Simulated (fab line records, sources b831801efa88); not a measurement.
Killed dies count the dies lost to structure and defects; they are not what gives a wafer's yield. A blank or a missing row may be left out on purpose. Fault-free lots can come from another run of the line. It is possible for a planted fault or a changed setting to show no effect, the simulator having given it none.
Problem report in the 8D (eight disciplines) form, filled by code / flow gf180mcu / the parts of the form that need people (team, actions taken, sign-off) are left out

== 1. THE ISSUE ==
beam energy keV at GF_HV_LDD_IMPLANT_36 reads a mean of 62.399 on 6 wafers of 2 lots; wafers without a fault read 59.999 with a standard deviation of 0.02. That is +99 or more standard deviations from the usual mean.
Seen first at day 17 08:03 on implanter-01, wafer L382.2. At this step, 36 wafers from 12 lots have a number in the record. Rule for "out", or "out of limits": more than 4 standard deviations from the usual mean. All remaining wafers that have a number are taken as sound.

== 2. WHAT IT IS, WHAT IT ISN'T ==
question=which readings at this step | is=beam energy keV | is not=-
question=which lots | is=L382, L383 | is not=L364, L365, L366, L369, L370, L372, L373, L384, L385, L387
question=which wafers of those lots | is=all that have a number | is not=-
question=read on which tools | is=implanter-01 | is not=implanter-02, implanter-03
question=when | is=from day 17 08:03 | is not=up to then (21 sound wafers); but 9 sound wafers of L384, L385, L387 came after

== 3. WHAT RULES OUT EACH SUSPECT ==
Counting: any tool at a process step up to the reading is kept as a suspect provided that every lot that is out went through it and no sound lot did after the first of them.
- implanter-01 at GF_HV_LDD_IMPLANT_36: kept. It ran every lot that is out, first L382 (day 17 08:03), and no sound lot after that; its last sound lot up to then is L373 (day 14 19:05). On those wafers its own readings are out: beam energy keV.
Left after counting: implanter-01 at GF_HV_LDD_IMPLANT_36.

== 4. THE CAUSE (what the simulator had put in) ==
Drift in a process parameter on implanter-01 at GF_HV_LDD_IMPLANT_36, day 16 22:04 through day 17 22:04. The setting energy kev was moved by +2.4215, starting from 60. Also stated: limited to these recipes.
This tool alone remained once counting was done.

== 5. THE EFFECT CHAIN, in route order ==
Each row: a reading whose mean over the struck wafers that have a number lies more than 3 standard deviations from the usual. Only readings whose record carries a usual standard deviation are examined. hours: median over the lots of the time between each lot's start at the first step of this table that gives one and its start at this step. sigmas: the change, counted in usual standard deviations.
hours=0; step=GF_HV_LDD_IMPLANT_36; reading=beam energy keV; usual=59.999; on struck wafers=62.399; change=+2.400; sigmas=+99 or more
Process steps it contains:
- GF_HV_LDD_IMPLANT_36

== 6. WHAT WOULD HAVE CAUGHT IT SOONER ==
The fault began at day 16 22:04; the first out-of-limits reading in this record came at day 17 08:03, 10 hours later.
